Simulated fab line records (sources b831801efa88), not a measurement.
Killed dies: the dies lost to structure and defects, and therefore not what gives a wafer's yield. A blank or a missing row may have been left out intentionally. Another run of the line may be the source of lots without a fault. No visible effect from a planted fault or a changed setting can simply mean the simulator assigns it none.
Shared-tool check -- flow gf180mcu -- 36 wafers sampled across 12 lots

## WHY IT WAS OPENED
At GF_V3_CD_MEAS_14 the reading cd-nm is flagged on 2 of 12 lots. Wafers without a fault read 259.9 nm, standard deviation 1.3.
Rule: a lot is flagged in two cases, either no wafer of it has a number, or all its wafers with numbers fall more than 4 standard deviations from that mean. The rest of the lots are taken to be sound.

lot,measured,on,"cd-nm (nm), wafer by wafer",flag
L703,day 22 18:56,cd-sem-01,258.3 258.5 258.4,
L704,day 23 06:49,cd-sem-02,260.1 260.3 260.4,
L705,day 23 15:08,cd-sem-02,260.3 259.5 259.5,
L707,day 24 06:40,cd-sem-01,262.5 263.6 262.5,
L708,day 24 21:46,cd-sem-02,259.0 260.2 258.7,
L717,day 27 15:22,cd-sem-02,215.0 213.0 213.8,FLAGGED
L718,day 27 19:29,cd-sem-01,216.2 216.7 216.0,FLAGGED
L720,day 28 07:35,cd-sem-02,258.7 259.7 258.2,
L721,day 28 17:10,cd-sem-02,258.7 259.6 258.0,
L722,day 29 05:58,cd-sem-02,259.1 259.5 260.3,
L723,day 29 06:43,cd-sem-02,260.2 260.1 258.5,
L725,day 29 20:32,cd-sem-01,260.4 260.4 260.4,
Average over the flagged lots: 215.1 nm; offset from the usual -44.8 nm, equal to -34 standard deviations.

## WHICH TOOL RAN EACH LOT
Before the reading, the record contains 2 process steps out of a 602-step route. In each cell: the tool, then ch and the chambers that the sampled wafers went through, then the start.
lot,flag,GF_V3_CVD_02,GF_V3_EXPOSE_11
L703,,"pecvd-03 ch 0,1,2, day 21 19:38","krf-scanner-01 ch 0, day 22 07:40"
L704,,"pecvd-01 ch 0,1,2, day 22 07:28","krf-scanner-02 ch 0, day 22 19:32"
L705,,"pecvd-03 ch 0,2, day 22 15:37","krf-scanner-02 ch 0, day 23 03:43"
L707,,"pecvd-03 ch 0,1,2, day 23 07:37","krf-scanner-02 ch 0, day 23 19:38"
L708,,"pecvd-01 ch 0,1,2, day 23 23:47","krf-scanner-02 ch 0, day 24 11:25"
L717,FLAGGED,"pecvd-04 ch 0,1,2, day 26 18:30","krf-scanner-02 ch 0, day 27 05:26"
L718,FLAGGED,"pecvd-04 ch 0,1,2, day 26 22:34","krf-scanner-02 ch 0, day 27 09:35"
L720,,"pecvd-01 ch 0,1, day 27 11:16","krf-scanner-01 ch 0, day 27 22:02"
L721,,"pecvd-03 ch 0,1,2, day 27 20:45","krf-scanner-01 ch 0, day 28 07:13"
L722,,"pecvd-03 ch 0,1, day 28 10:13","krf-scanner-01 ch 0, day 28 20:25"
L723,,"pecvd-03 ch 0,1, day 28 11:13","krf-scanner-01 ch 0, day 28 21:43"
L725,,"pecvd-01 ch 1,2, day 29 01:38","krf-scanner-01 ch 0, day 29 11:50"
What these steps do:
- GF_V3_CVD_02: deposits SiO2 from TEOS, target thk 850 nm, time 94.851 s.
- GF_V3_EXPOSE_11: exposes mask Via3, target cd 260 nm.
- GF_V3_CD_MEAS_14: target cd 260 nm.

## FLAGGED AGAINST TOTAL, ONE TOOL AT A TIME (gauges that did the reading follow at the end)
step,tool,lots run,flagged,share of the flagged lots,sound lots run after its first flagged lot
GF_V3_CVD_02,pecvd-01,4,0,none,-
GF_V3_CVD_02,pecvd-03,6,0,none,-
GF_V3_CVD_02,pecvd-04,2,2,all,0
GF_V3_EXPOSE_11,krf-scanner-01,6,0,none,-
GF_V3_EXPOSE_11,krf-scanner-02,6,2,all,0
GF_V3_CD_MEAS_14,cd-sem-01,4,1,some,1 (L725)
GF_V3_CD_MEAS_14,cd-sem-02,8,1,some,"4 (L720,L721,L722,L723)"

## WHAT IS ALLOWED BY THE TABLE
Rows of the table that ran all the flagged lots, 2 in number: pecvd-04 at GF_V3_CVD_02; krf-scanner-02 at GF_V3_EXPOSE_11.
- pecvd-04 at GF_V3_CVD_02: 2 of its 2 lots flagged. With no sound lot run before its first flagged lot in this sample, there is nothing to narrow down the start.
- krf-scanner-02 at GF_V3_EXPOSE_11: 2 of its 6 lots flagged. It ran its last sound lot, L708, at day 24 11:25 and its first flagged lot, L717, at day 27 05:26: a fault with its onset between the two fits. Its own readings lie more than 4 standard deviations out on every wafer of the flagged lots: exposure-dose-mJ-cm2.
Counting lots can't tell these 2 tools apart, because each fits a fault that began at some hour. More lots, or a look at what each step does to the wafer, might.

## WHAT THE SIMULATOR HAD PUT IN
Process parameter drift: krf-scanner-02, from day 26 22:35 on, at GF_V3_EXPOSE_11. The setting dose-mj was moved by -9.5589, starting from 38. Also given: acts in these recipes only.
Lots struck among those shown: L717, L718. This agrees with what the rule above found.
